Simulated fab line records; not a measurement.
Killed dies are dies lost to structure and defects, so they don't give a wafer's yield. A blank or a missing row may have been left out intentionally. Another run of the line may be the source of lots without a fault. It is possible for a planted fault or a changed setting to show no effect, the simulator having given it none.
The tool behind it: which one? :: flow sky130 :: 18 wafers from 6 lots sampled at 3 of the route's 708 steps

## WHAT THE GAUGES SHOWED, per wafer
SKY_VIA4_OVL_MEAS_11.
lot: L338
measured: day 44 13:41
on: overlay-01
VIA4_OVL (nm): -0.3 -1.6 0.4

lot: L339
measured: day 45 00:11
on: overlay-01
VIA4_OVL (nm): -0.6 -1.0 -0.7

lot: L342
measured: day 45 09:31
on: overlay-02
VIA4_OVL (nm): -0.3 1.5 1.2

lot: L344
measured: day 45 18:02
on: overlay-01
VIA4_OVL (nm): 0.6 -0.4 0.4

lot: L354
measured: day 47 14:58
on: overlay-01
VIA4_OVL (nm): -2.5 -0.2 -2.1

lot: L356
measured: day 48 07:08
on: overlay-01
VIA4_OVL (nm): 0.0 2.1 1.1

## TOOL THAT RAN EACH LOT (tool first, then ch and the chambers of the sampled wafers, then the start)
lot: L338
SKY_CONTACT_CLEAN_21: wet_bench-04 ch 0, day 33 15:28
SKY_METAL4_METAL_ETCH_18: rie_metal-02 ch 0,1, day 43 14:36

lot: L339
SKY_CONTACT_CLEAN_21: wet_bench-04 ch 3, day 34 06:51
SKY_METAL4_METAL_ETCH_18: rie_metal-02 ch 0,1, day 44 00:21

lot: L342
SKY_CONTACT_CLEAN_21: wet_bench-01 ch 3, day 34 17:40
SKY_METAL4_METAL_ETCH_18: rie_metal-03 ch 0,1, day 44 10:34

lot: L344
SKY_CONTACT_CLEAN_21: wet_bench-01 ch 2, day 35 03:02
SKY_METAL4_METAL_ETCH_18: rie_metal-02 ch 0,1, day 44 19:25

lot: L354
SKY_CONTACT_CLEAN_21: wet_bench-01 ch 0, day 37 11:59
SKY_METAL4_METAL_ETCH_18: rie_metal-03 ch 0,1, day 46 17:09

lot: L356
SKY_CONTACT_CLEAN_21: wet_bench-01 ch 3, day 38 08:36
SKY_METAL4_METAL_ETCH_18: rie_metal-01 ch 0,1, day 47 10:17
- SKY_CONTACT_CLEAN_21: cleans in IPA, time 180 s.
- SKY_METAL4_METAL_ETCH_18: etches the open film in Cl2/BCl3, stops on SiO2, target depth 845 nm, time 183.1 s.

## THE ANSWER, worked out from the rows above alone
Rule: usual is defined by the lots themselves. Put in order of their means at a reading, lots are off if they are a third of the lots or fewer, leave a main group of 4 or more, and stand apart from it by a gap of 3 or more times the standard deviation of the main group's means; of several such gaps the widest counts. A main group is skipped when, at the precision printed for the reading in the tables above, its means are all equal. A lot without any number at a reading at which 4 lots or more have one is off too. All remaining lots with rows at the step are treated as sound.
No lot is off on any of the readings shown, so nothing can be concluded from this.

## WHAT THE SIMULATOR PUT IN
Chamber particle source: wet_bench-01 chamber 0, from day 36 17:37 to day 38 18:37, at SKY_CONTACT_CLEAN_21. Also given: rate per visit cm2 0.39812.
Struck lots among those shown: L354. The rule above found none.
